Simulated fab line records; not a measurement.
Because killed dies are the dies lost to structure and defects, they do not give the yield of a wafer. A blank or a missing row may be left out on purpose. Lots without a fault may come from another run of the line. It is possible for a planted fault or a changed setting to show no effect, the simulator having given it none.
What tool caused it? :: flow sky130 :: 72 wafers from 24 lots sampled at 3 of the route's 708 steps

## WHAT THE GAUGES READ, wafer by wafer
SKY_METAL1_CD_MEAS_15 targets a cd of 140 nm.
lot: L074
measured: day 32 09:59
on: cd sem-02
cd nm (nm): 139.3 139.5 137.1

lot: L075
measured: day 32 13:36
on: cd sem-02
cd nm (nm): 140.4 141.9 141.6

lot: L076
measured: day 33 03:55
on: cd sem-01
cd nm (nm): 139.1 138.9 138.4

lot: L077
measured: day 34 19:43
on: cd sem-01
cd nm (nm): 139.8 141.3 141.6

lot: L079
measured: day 35 06:35
on: cd sem-01
cd nm (nm): 139.1 139.4 137.4

lot: L078
measured: day 35 10:12
on: cd sem-02
cd nm (nm): 140.3 140.2 140.8

lot: L080
measured: day 35 13:07
on: cd sem-01
cd nm (nm): 138.7 137.8 138.0

lot: L081
measured: day 35 20:26
on: cd sem-02
cd nm (nm): 139.6 139.7 139.2

lot: L082
measured: day 36 00:50
on: cd sem-01
cd nm (nm): 140.9 139.1 142.0

lot: L084
measured: day 36 06:19
on: cd sem-01
cd nm (nm): 141.1 141.8 139.8

lot: L083
measured: day 36 06:40
on: cd sem-02
cd nm (nm): 138.0 137.5 137.0

lot: L086
measured: day 36 21:11
on: cd sem-02
cd nm (nm): 140.2 139.6 138.3

lot: L085
measured: day 36 22:37
on: cd sem-01
cd nm (nm): 138.5 140.4 141.0

lot: L087
measured: day 37 01:59
on: cd sem-02
cd nm (nm): 139.3 139.6 139.9

lot: L088
measured: day 37 11:09
on: cd sem-01
cd nm (nm): 138.4 138.4 139.2

lot: L089
measured: day 37 15:23
on: cd sem-02
cd nm (nm): 140.8 139.6 139.7

lot: L090
measured: day 37 22:51
on: cd sem-02
cd nm (nm): 140.3 140.7 140.7

lot: L091
measured: day 38 00:47
on: cd sem-01
cd nm (nm): 138.4 138.3 139.4

lot: L092
measured: day 38 09:44
on: cd sem-02
cd nm (nm): 138.4 139.3 139.5

lot: L093
measured: day 38 15:08
on: cd sem-01
cd nm (nm): 141.3 140.8 139.3

lot: L094
measured: day 39 05:32
on: cd sem-02
cd nm (nm): 141.9 141.8 142.6

lot: L095
measured: day 39 10:19
on: cd sem-01
cd nm (nm): 141.8 141.0 142.4

lot: L096
measured: day 39 14:47
on: cd sem-01
cd nm (nm): 142.1 141.9 141.9

lot: L097
measured: day 39 20:52
on: cd sem-02
cd nm (nm): 138.9 140.6 138.3

## WHAT TOOL EACH LOT RAN ON (gives the tool, then ch and the chambers of the sampled wafers, and finally the start)
lot: L074
SKY_LOCAL_INTERCONNECT_METAL_ETCH_14: rie metal-04 ch 0, day 29 23:39
SKY_METAL1_SPUTTER_02: pvd sputter-04, day 31 06:11

lot: L075
SKY_LOCAL_INTERCONNECT_METAL_ETCH_14: rie metal-04 ch 0, day 30 03:46
SKY_METAL1_SPUTTER_02: pvd sputter-01, day 31 10:05

lot: L076
SKY_LOCAL_INTERCONNECT_METAL_ETCH_14: rie metal-04 ch 0,1, day 30 18:44
SKY_METAL1_SPUTTER_02: pvd sputter-04, day 32 00:37

lot: L077
SKY_LOCAL_INTERCONNECT_METAL_ETCH_14: rie metal-04 ch 0,1, day 32 11:37
SKY_METAL1_SPUTTER_02: pvd sputter-01, day 33 16:23

lot: L079
SKY_LOCAL_INTERCONNECT_METAL_ETCH_14: rie metal-03 ch 0,1, day 32 22:26
SKY_METAL1_SPUTTER_02: pvd sputter-03, day 34 04:02

lot: L078
SKY_LOCAL_INTERCONNECT_METAL_ETCH_14: rie metal-01 ch 0,1, day 33 02:34
SKY_METAL1_SPUTTER_02: pvd sputter-03, day 34 07:42

lot: L080
SKY_LOCAL_INTERCONNECT_METAL_ETCH_14: rie metal-04 ch 0,1, day 33 04:57
SKY_METAL1_SPUTTER_02: pvd sputter-01, day 34 10:20

lot: L081
SKY_LOCAL_INTERCONNECT_METAL_ETCH_14: rie metal-01 ch 0,1, day 33 12:47
SKY_METAL1_SPUTTER_02: pvd sputter-03, day 34 18:31

lot: L082
SKY_LOCAL_INTERCONNECT_METAL_ETCH_14: rie metal-04 ch 0,1, day 33 16:18
SKY_METAL1_SPUTTER_02: pvd sputter-03, day 34 22:09

lot: L084
SKY_LOCAL_INTERCONNECT_METAL_ETCH_14: rie metal-03 ch 0,1, day 33 22:24
SKY_METAL1_SPUTTER_02: pvd sputter-03, day 35 03:49

lot: L083
SKY_LOCAL_INTERCONNECT_METAL_ETCH_14: rie metal-01 ch 0,1, day 33 22:44
SKY_METAL1_SPUTTER_02: pvd sputter-04, day 35 04:00

lot: L086
SKY_LOCAL_INTERCONNECT_METAL_ETCH_14: rie metal-03 ch 0,1, day 34 13:20
SKY_METAL1_SPUTTER_02: pvd sputter-03, day 35 19:27

lot: L085
SKY_LOCAL_INTERCONNECT_METAL_ETCH_14: rie metal-03 ch 0,1, day 34 15:52
SKY_METAL1_SPUTTER_02: pvd sputter-04, day 35 21:05

lot: L087
SKY_LOCAL_INTERCONNECT_METAL_ETCH_14: rie metal-01 ch 0,1, day 34 19:13
SKY_METAL1_SPUTTER_02: pvd sputter-01, day 36 00:05

lot: L088
SKY_LOCAL_INTERCONNECT_METAL_ETCH_14: rie metal-01 ch 0,1, day 35 04:21
SKY_METAL1_SPUTTER_02: pvd sputter-04, day 36 09:11

lot: L089
SKY_LOCAL_INTERCONNECT_METAL_ETCH_14: rie metal-03 ch 0,1, day 35 08:35
SKY_METAL1_SPUTTER_02: pvd sputter-01, day 36 13:41

lot: L090
SKY_LOCAL_INTERCONNECT_METAL_ETCH_14: rie metal-04 ch 1, day 35 15:49
SKY_METAL1_SPUTTER_02: pvd sputter-04, day 36 20:34

lot: L091
SKY_LOCAL_INTERCONNECT_METAL_ETCH_14: rie metal-03 ch 0,1, day 35 19:02
SKY_METAL1_SPUTTER_02: pvd sputter-03, day 36 23:15

lot: L092
SKY_LOCAL_INTERCONNECT_METAL_ETCH_14: rie metal-04 ch 0,1, day 36 02:42
SKY_METAL1_SPUTTER_02: pvd sputter-03, day 37 07:50

lot: L093
SKY_LOCAL_INTERCONNECT_METAL_ETCH_14: rie metal-01 ch 0,1, day 36 08:25
SKY_METAL1_SPUTTER_02: pvd sputter-03, day 37 12:56

lot: L094
SKY_LOCAL_INTERCONNECT_METAL_ETCH_14: rie metal-04 ch 0,1, day 36 22:51
SKY_METAL1_SPUTTER_02: pvd sputter-01, day 38 03:44

lot: L095
SKY_LOCAL_INTERCONNECT_METAL_ETCH_14: rie metal-04 ch 0,1, day 37 04:13
SKY_METAL1_SPUTTER_02: pvd sputter-03, day 38 09:27

lot: L096
SKY_LOCAL_INTERCONNECT_METAL_ETCH_14: rie metal-04 ch 0,1, day 37 08:33
SKY_METAL1_SPUTTER_02: pvd sputter-03, day 38 13:40

lot: L097
SKY_LOCAL_INTERCONNECT_METAL_ETCH_14: rie metal-01 ch 0,1, day 37 15:57
SKY_METAL1_SPUTTER_02: pvd sputter-04, day 38 20:12
- SKY_LOCAL_INTERCONNECT_METAL_ETCH_14: etches TiN in Cl2/BCl3, stops on PSG, target depth 110 nm, time 31.4 s.
- SKY_METAL1_SPUTTER_02: material AlCu, target thk 250 nm, time 13.3 s.

## AS READ BY THE TOOLS THEMSELVES (means over the sampled wafers that have a number; for cases with no such wafer, the mark the record gives instead)
SKY_LOCAL_INTERCONNECT_METAL_ETCH_14.
lot: L074
tool: rie metal-04
bcl3 flow sccm (sccm): 30.04
drypump motor current A (A): 5.9
oes product au (a.u.): 0.948
throttle valve pct (%): 21.888

lot: L075
tool: rie metal-04
bcl3 flow sccm (sccm): 29.99
drypump motor current A (A): 5.9
oes product au (a.u.): 0.953
throttle valve pct (%): 21.899

lot: L076
tool: rie metal-04
bcl3 flow sccm (sccm): 30.04
drypump motor current A (A): 5.5
oes product au (a.u.): 0.948
throttle valve pct (%): 21.884

lot: L077
tool: rie metal-04
bcl3 flow sccm (sccm): 30.01
drypump motor current A (A): 5.7
oes product au (a.u.): 0.960
throttle valve pct (%): 21.893

lot: L079
tool: rie metal-03
bcl3 flow sccm (sccm): 30.02
drypump motor current A (A): 4.9
oes product au (a.u.): 0.950
throttle valve pct (%): 21.892

lot: L078
tool: rie metal-01
bcl3 flow sccm (sccm): 30.02
drypump motor current A (A): 5.1
oes product au (a.u.): 0.956
throttle valve pct (%): 21.886

lot: L080
tool: rie metal-04
bcl3 flow sccm (sccm): 30.12
drypump motor current A (A): 5.7
oes product au (a.u.): 0.958
throttle valve pct (%): 21.888

lot: L081
tool: rie metal-01
bcl3 flow sccm (sccm): 29.99
drypump motor current A (A): 5.1
oes product au (a.u.): 0.957
throttle valve pct (%): 21.886

lot: L082
tool: rie metal-04
bcl3 flow sccm (sccm): 29.98
drypump motor current A (A): 5.5
oes product au (a.u.): 0.953
throttle valve pct (%): 21.887

lot: L084
tool: rie metal-03
bcl3 flow sccm (sccm): 30.01
drypump motor current A (A): 4.9
oes product au (a.u.): 0.955
throttle valve pct (%): 21.898

lot: L083
tool: rie metal-01
bcl3 flow sccm (sccm): 30.07
drypump motor current A (A): 4.9
oes product au (a.u.): 0.958
throttle valve pct (%): 21.895

lot: L086
tool: rie metal-03
bcl3 flow sccm (sccm): 29.96
drypump motor current A (A): 5.2
oes product au (a.u.): 0.947
throttle valve pct (%): 21.885

lot: L085
tool: rie metal-03
bcl3 flow sccm (sccm): 30.03
drypump motor current A (A): 5.2
oes product au (a.u.): 0.954
throttle valve pct (%): 21.899

lot: L087
tool: rie metal-01
bcl3 flow sccm (sccm): 30.02
drypump motor current A (A): 4.9
oes product au (a.u.): 0.966
throttle valve pct (%): 21.879

lot: L088
tool: rie metal-01
bcl3 flow sccm (sccm): 30.11
drypump motor current A (A): 5.1
oes product au (a.u.): 0.959
throttle valve pct (%): 21.897

lot: L089
tool: rie metal-03
bcl3 flow sccm (sccm): 30.01
drypump motor current A (A): 4.9
oes product au (a.u.): 0.948
throttle valve pct (%): 21.887

lot: L090
tool: rie metal-04
bcl3 flow sccm (sccm): 29.99
drypump motor current A (A): 5.3
oes product au (a.u.): 0.962
throttle valve pct (%): 21.891

lot: L091
tool: rie metal-03
bcl3 flow sccm (sccm): 30.07
drypump motor current A (A): 5.2
oes product au (a.u.): 0.954
throttle valve pct (%): 21.896

lot: L092
tool: rie metal-04
bcl3 flow sccm (sccm): 30.01
drypump motor current A (A): 5.5
oes product au (a.u.): 0.959
throttle valve pct (%): 21.886

lot: L093
tool: rie metal-01
bcl3 flow sccm (sccm): 29.93
drypump motor current A (A): 4.9
oes product au (a.u.): 0.955
throttle valve pct (%): 21.895

lot: L094
tool: rie metal-04
bcl3 flow sccm (sccm): 30.00
drypump motor current A (A): 5.7
oes product au (a.u.): 0.958
throttle valve pct (%): 21.892

lot: L095
tool: rie metal-04
bcl3 flow sccm (sccm): 30.03
drypump motor current A (A): 5.5
oes product au (a.u.): 0.956
throttle valve pct (%): 21.892

lot: L096
tool: rie metal-04
bcl3 flow sccm (sccm): 29.94
drypump motor current A (A): 5.5
oes product au (a.u.): 0.958
throttle valve pct (%): 21.881

lot: L097
tool: rie metal-01
bcl3 flow sccm (sccm): 30.05
drypump motor current A (A): 4.9
oes product au (a.u.): 0.951
throttle valve pct (%): 21.896

SKY_METAL1_SPUTTER_02.
lot: L074
tool: pvd sputter-04
throttle valve pct (%): 28.5

lot: L075
tool: pvd sputter-01
throttle valve pct (%): 29.6

lot: L076
tool: pvd sputter-04
throttle valve pct (%): 28.6

lot: L077
tool: pvd sputter-01
throttle valve pct (%): 30.3

lot: L079
tool: pvd sputter-03
throttle valve pct (%): 29.9

lot: L078
tool: pvd sputter-03
throttle valve pct (%): 29.0

lot: L080
tool: pvd sputter-01
throttle valve pct (%): 29.7

lot: L081
tool: pvd sputter-03
throttle valve pct (%): 29.6

lot: L082
tool: pvd sputter-03
throttle valve pct (%): 29.5

lot: L084
tool: pvd sputter-03
throttle valve pct (%): 29.6

lot: L083
tool: pvd sputter-04
throttle valve pct (%): 29.3

lot: L086
tool: pvd sputter-03
throttle valve pct (%): 29.6

lot: L085
tool: pvd sputter-04
throttle valve pct (%): 28.4

lot: L087
tool: pvd sputter-01
throttle valve pct (%): 29.9

lot: L088
tool: pvd sputter-04
throttle valve pct (%): 29.2

lot: L089
tool: pvd sputter-01
throttle valve pct (%): 29.3

lot: L090
tool: pvd sputter-04
throttle valve pct (%): 28.6

lot: L091
tool: pvd sputter-03
throttle valve pct (%): 29.5

lot: L092
tool: pvd sputter-03
throttle valve pct (%): 29.4

lot: L093
tool: pvd sputter-03
throttle valve pct (%): 29.4

lot: L094
tool: pvd sputter-01
throttle valve pct (%): 29.6

lot: L095
tool: pvd sputter-03
throttle valve pct (%): 29.9

lot: L096
tool: pvd sputter-03
throttle valve pct (%): 29.6

lot: L097
tool: pvd sputter-04
throttle valve pct (%): 28.4

## THE ANSWER, worked out from the rows above alone
Rule: usual is defined by the lots themselves. The widest of any qualifying gaps counts: lots, ordered by their means at a reading, are off when they make up no more than a third of the lots, leave a main group of 4 or more, and stand apart from it by 3 or more times the standard deviation of that group's means. A main group is skipped when, at the precision printed for the reading in the tables above, its means are all equal. Also off: a lot with no number at a reading for which 4 or more lots have one. All remaining lots with rows at the step are treated as sound. After the gauges, taken in route order, come the tools' own readings; for these a lot's mean is taken, as printed above. At the first step where some lot is off, the reading lying furthest off is the one used; lots without a number count as furthest.
No lot is off on any of the readings shown, so nothing can be concluded from this.

## WHAT WAS PUT IN BY THE SIMULATOR
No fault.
